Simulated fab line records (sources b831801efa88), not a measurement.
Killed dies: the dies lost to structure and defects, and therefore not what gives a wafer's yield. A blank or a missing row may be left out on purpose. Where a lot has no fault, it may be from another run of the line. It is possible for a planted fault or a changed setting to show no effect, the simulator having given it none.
2 desks, one fault -- flow sky130 -- what lay behind the numbers comes last; until then each desk has only its own

FOR THE TOOL OWNER'S DESK: litho track-03
The tool's own readings at SKY_LDD_HVP_COAT_02 (resist thk 300 nm): means of the sampled wafers that have a number, for each lot that ran on this tool. A lot is out of limits, marked OUT, if its mean lies more than 4 standard deviations from the usual mean; the brackets give that distance.
Columns: A = resist line temp C at SKY_LDD_HVP_COAT_02, usual 22.98 C; B = spin speed rpm at SKY_LDD_HVP_COAT_02, usual 2999.8 rpm
lot,first seen here,A,B
L545,day 21 01:27,22.86,2999.5
L550,day 22 19:51,22.98,3000.0
L556,day 25 01:13,23.07,2997.5
L560,day 26 12:12,22.95,3092.6 (+46) OUT
L562,day 27 17:37,23.09,3095.6 (+48) OUT
This desk's finding: out of limits on L560, L562; first on L560, day 26 12:12 (spin speed rpm at SKY_LDD_HVP_COAT_02). Within limits: L545, L550, L556.

FROM THE METROLOGY DESK
What the gauges read for every lot (on any tool): the sampled wafers with a number, averaged. A lot is out of limits, marked OUT, if its mean lies more than 4 standard deviations from the usual mean; the brackets give that distance.
Columns: A = POLY_GATE_TW at SKY_RES_PROTECT_TW_MEAS_08, usual 4009; B = LDD_HVN_TW at SKY_LDD_HVN_TW_MEAS_10, usual 1430; C = RES_XHIGH_TW at SKY_RES_XHIGH_TW_MEAS_09, usual 1628
lot,first seen here,A,B,C
L545,day 15 06:09,3987,1422,1634
L547,day 15 17:55,3973,1439,1635
L549,day 16 14:21,3992,1418,1634
L550,day 16 20:07,3995,1428,1623
L551,day 17 05:56,3973,1426,1622
L553,day 17 17:04,4002,1422,1625
L554,day 18 04:47,4007,1416,1629
L556,day 19 01:24,3979,1421,1615
L560,day 20 15:29,4034,1434,1625
L562,day 21 22:07,3986,1439,1625
L566,day 22 22:26,4068,1433,1623
L567,day 23 04:40,4043,1443,1635
L568,day 23 17:13,3972,1440,1613
Result from this desk: across the 13 lots, nothing is out of limits.

ALL TOGETHER
The tool owner's desk had the chance to raise an alarm at day 26 12:12 on L560, L562.
Metrology desk: nothing out of limits seen.
The metrology desk has L560, L562 on record, within its limits.
SKY_LDD_HVP_COAT_02 was run on litho track-03 by each of the lots named.

WHAT WAS PUT IN BY THE SIMULATOR
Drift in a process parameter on litho track-03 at SKY_LDD_HVP_COAT_02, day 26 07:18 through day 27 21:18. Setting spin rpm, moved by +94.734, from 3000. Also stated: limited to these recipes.
Shown lots that were struck: L560, L562.
Each desk's first reading out of limits, in hours after the fault started: the tool owner's desk, 5.
